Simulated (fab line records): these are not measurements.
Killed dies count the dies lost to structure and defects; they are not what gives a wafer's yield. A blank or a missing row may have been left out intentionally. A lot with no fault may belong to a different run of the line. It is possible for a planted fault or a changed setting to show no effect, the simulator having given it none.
Which of the tools did it?    flow sky130    12 lots with 36 wafers sampled at 6 steps, on a route of 708 steps

== WHAT EACH GAUGE READ, for each wafer ==
SKY_SD_P_OVL_MEAS_08.
lot   measured      on          SD_P_OVL (nm)
L326  day 25 03:10  overlay-02  2.0 2.3 3.3
L328  day 25 14:59  overlay-01  -1.5 0.9 0.5
L329  day 26 03:05  overlay-01  1.1 2.2 3.0
L330  day 26 12:28  overlay-02  -2.3 -2.2 -0.6
L332  day 27 05:25  overlay-01  -0.7 0.1 0.1
L333  day 27 14:29  overlay-01  0.3 0.7 0.3
L334  day 27 22:33  overlay-01  3.2 1.7 0.2
L343  day 31 03:43  overlay-01  0.0 1.3 0.2
L346  day 33 13:29  overlay-01  1.2 0.7 -2.1
L349  day 33 14:04  overlay-01  2.1 3.1 1.9
L345  day 33 15:37  overlay-01  0.2 -0.1 1.0
L348  day 33 20:28  overlay-02  1.5 2.7 0.6

SKY_SD_P_TW_MEAS_11.
lot   measured      on             SD_P_TW
L326  day 25 03:28  film metro-02  2789 2791 2808
L328  day 25 15:16  film metro-03  2811 2785 2809
L329  day 26 03:23  film metro-04  2813 2808 2826
L330  day 26 12:44  film metro-02  2800 2792 2804
L332  day 27 05:43  film metro-03  2795 2806 2785
L333  day 27 14:47  film metro-03  2809 2798 2791
L334  day 27 22:51  film metro-03  2792 2791 2801
L343  day 31 04:02  film metro-04  2830 2829 2834
L346  day 33 13:47  film metro-03  2832 2835 2826
L349  day 33 14:22  film metro-04  2824 2804 2816
L345  day 33 15:54  film metro-04  2816 2816 2814
L348  day 33 20:45  film metro-03  2843 2823 2844

SKY_LI_CONTACT_THK_MEAS_01.
lot   measured      on             LI_CONTACT_HDPCVD_THK (nm)
L326  day 27 16:35  film metro-03  959 977 975
L328  day 28 01:44  film metro-02  950 954 978
L329  day 28 14:49  film metro-02  984 941 957
L330  day 28 22:52  film metro-03  940 947 971
L332  day 29 15:49  film metro-02  968 981 951
L333  day 30 00:14  film metro-03  1371 964 1354
L334  day 30 09:23  film metro-04  1335 969 1355
L343  day 33 11:47  film metro-04  965 971 970
L346  day 35 19:26  film metro-03  957 951 957
L349  day 35 19:43  film metro-02  936 950 923
L345  day 35 22:01  film metro-04  954 946 953
L348  day 36 02:29  film metro-04  941 956 976

SKY_LI_CONTACT_RS_MEAS_22: the measuring method here is four-point-probe.
lot   measured      on             LI_CONTACT_W_RS (ohm/sq)
L326  day 28 22:15  film metro-03  0.274 0.281 0.275
L328  day 29 07:44  film metro-02  0.272 0.271 0.272
L329  day 29 21:31  film metro-04  0.273 0.273 0.274
L330  day 30 04:50  film metro-04  0.272 0.283 0.273
L332  day 30 20:34  film metro-04  0.283 0.282 0.279
L333  day 31 05:28  film metro-04  0.281 0.275 0.282
L334  day 31 13:42  film metro-04  0.271 0.283 0.272
L343  day 34 14:31  film metro-02  0.271 0.274 0.273
L346  day 36 22:48  film metro-04  0.273 0.271 0.269
L349  day 36 23:23  film metro-03  0.272 0.280 0.285
L345  day 37 01:36  film metro-03  0.272 0.272 0.277
L348  day 37 06:17  film metro-04  0.274 0.276 0.277

== WHICH TOOL RAN EACH LOT (tool, then ch and the chambers of the sampled wafers, then the start) ==
lot   SKY_LI_CONTACT_HDPCVD_00          SKY_LI_CONTACT_CMP_02
L326  hdpcvd-02 ch 0,1,2, day 27 16:28  cmp-01 ch 0,1,2, day 27 16:44
L328  hdpcvd-02 ch 1,2, day 28 01:37    cmp-01 ch 1,2, day 28 01:59
L329  hdpcvd-02 ch 0,1,2, day 28 14:43  cmp-01 ch 0,2, day 28 14:53
L330  hdpcvd-02 ch 1,2, day 28 22:45    cmp-01 ch 1,2, day 28 22:55
L332  hdpcvd-02 ch 0,1,2, day 29 15:43  cmp-02 ch 0,1,3, day 29 15:55
L333  hdpcvd-02 ch 0,2, day 30 00:07    cmp-02 ch 0,1, day 30 00:16
L334  hdpcvd-02 ch 0,1,2, day 30 09:15  cmp-01 ch 0,2,3, day 30 09:28
L343  hdpcvd-01 ch 0,1, day 33 11:40    cmp-02 ch 0,1,2, day 33 11:50
L346  hdpcvd-01 ch 0,1, day 35 19:18    cmp-02 ch 1,2,3, day 35 19:28
L349  hdpcvd-02 ch 0,1, day 35 19:36    cmp-01 ch 0,1,2, day 35 19:46
L345  hdpcvd-02 ch 0,1, day 35 21:54    cmp-02 ch 0,1,2, day 35 22:10
L348  hdpcvd-01 ch 0,1,2, day 36 02:22  cmp-01 ch 0,1,3, day 36 02:35
- SKY_LI_CONTACT_HDPCVD_00: deposits PSG, target thk 930 nm, time 160 s.
- SKY_LI_CONTACT_CMP_02: polishes PSG.

== WHAT THE TOOLS THEMSELVES READ (means of the sampled wafers that have a number; where no wafer has one, the mark that the record gives instead) ==
SKY_LI_CONTACT_CMP_02.
lot   tool    motor current A (A)  time to endpoint s (s)
L326  cmp-01  11.8                 39
L328  cmp-01  12.3                 35
L329  cmp-01  12.0                 35
L330  cmp-01  12.6                 34
L332  cmp-02  12.5                 34
L333  cmp-02  13.6                 63
L334  cmp-01  12.4                 65
L343  cmp-02  12.7                 36
L346  cmp-02  11.9                 31
L349  cmp-01  12.4                 33
L345  cmp-02  12.6                 31
L348  cmp-01  12.3                 33

== THE ANSWER, worked out from the rows above alone ==
Rule: the lots themselves supply what counts as usual. The widest of any qualifying gaps counts: lots, ordered by their means at a reading, are off when they make up no more than a third of the lots, leave a main group of 4 or more, and stand apart from it by 3 or more times the standard deviation of that group's means. The tables above print the reading to a certain number of digits; a main group whose means all agree to those digits is not used. A lot without any number at a reading at which 4 lots or more have one is off too. The other lots that the step has rows for count as sound. The gauges are gone through in route order, then the tools' own readings, and for those a lot's mean is taken as printed above. The first step at which some lot is off is used, and at that step the reading that is off furthest; a lot without a number counts as furthest.
Off: L333, L334, at SKY_LI_CONTACT_THK_MEAS_01 (LI_CONTACT_HDPCVD_THK). The main group: mean 958 nm, standard deviation 9.5.
A tool fits if, at a process step before that reading, it ran every lot that is off, and no sound lot after the first of them. Not tried: the gauges at SKY_LI_CONTACT_THK_MEAS_01; whatever is off there is also off at SKY_LI_CONTACT_CMP_02, on other tools, and gauge error can't account for it. Not one of the candidates tried fits.

== WHAT THE SIMULATOR HAD PUT IN ==
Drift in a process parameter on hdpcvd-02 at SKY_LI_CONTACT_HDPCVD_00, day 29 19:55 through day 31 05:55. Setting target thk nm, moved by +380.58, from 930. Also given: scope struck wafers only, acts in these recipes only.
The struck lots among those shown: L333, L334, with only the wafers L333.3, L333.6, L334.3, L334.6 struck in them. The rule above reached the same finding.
